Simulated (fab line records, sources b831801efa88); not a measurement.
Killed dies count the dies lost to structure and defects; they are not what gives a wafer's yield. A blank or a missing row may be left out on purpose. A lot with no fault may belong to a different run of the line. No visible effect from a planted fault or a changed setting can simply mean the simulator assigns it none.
8D (eight disciplines) problem report, filled in by code / flow gf180mcu / the parts of the form that need people (team, actions taken, sign-off) are left out

== 1. WHAT IS WRONG ==
At GF_PSD_IMPLANT_09, beamEnergyKeV averages 40.665 over 6 wafers from 2 lots, while fault-free wafers read 39.999, standard deviation 0.013. That puts it +51 standard deviations away from the usual mean.
The first sign was on wafer L465.1 at day 20 10:32, on implanter-03. The record holds 42 wafers of 14 lots with a number at this step. The rule behind "out" and "out of limits": a value lying over 4 standard deviations away from the usual mean. Any other wafer with a number is counted as sound.

== 2. WHAT THIS IS AND IS NOT ==
question=which readings at this step | is=beamEnergyKeV | is not=-
question=which lots | is=L465, L468 | is not=L449, L450, L453, L454, L455, L456, L457, L458, L461, L469, L470, L471
question=which wafers of those lots | is=all that have a number | is not=-
question=read on which tools | is=implanter-03 | is not=implanter-01, implanter-02
question=when | is=from day 20 10:32 | is not=up to then (27 sound wafers); but 9 sound wafers of L469, L470, L471 came after

== 3. WHAT RULES OUT EACH SUSPECT ==
Counting: a tool at a process step up to the reading stays a suspect if it ran every lot that is out and no sound lot after the first of them.
- implanter-03 at GF_PSD_IMPLANT_09: kept. It ran every lot that is out, first L465 (day 20 10:32), and no sound lot after that; its last sound lot up to then is L458 (day 17 21:28). Its own beamEnergyKeV readings are out on those wafers.
Left after counting: implanter-03 at GF_PSD_IMPLANT_09.

== 4. THE CAUSE (what the simulator had put in) ==
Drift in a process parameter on implanter-03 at GF_PSD_IMPLANT_09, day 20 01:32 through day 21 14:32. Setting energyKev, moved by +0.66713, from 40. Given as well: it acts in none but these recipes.
The count eliminated every tool but this one.

== 5. THE EFFECT CHAIN, in route order ==
Rows list readings where the struck wafers' mean (over those with a number) sits beyond 3 standard deviations from the usual. Only readings for which the record gives a usual standard deviation are gone through. hours: the time from each lot's start at the first step in this table that gives one to its start at this step, as a median over the lots. sigmas: the change in usual standard deviations.
hours=0; step=GF_PSD_IMPLANT_09; reading=beamEnergyKeV; usual=39.999; on struck wafers=40.665; change=+0.666; sigmas=+51
The process steps in it:
- GF_PSD_IMPLANT_09
Later steps that measure or inspect, where all struck wafers having a row at the step show a number for every such reading and not one has moved that far: GF_PSD_RS_MEAS_14, GF_PSD_RS_MEAS_15, GF_SAB_OVL_MEAS_10.

== 6. WHAT WOULD HAVE CAUGHT IT SOONER ==
First out-of-limits reading in this record: day 20 10:32, which is 9 hours after fault onset at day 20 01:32.
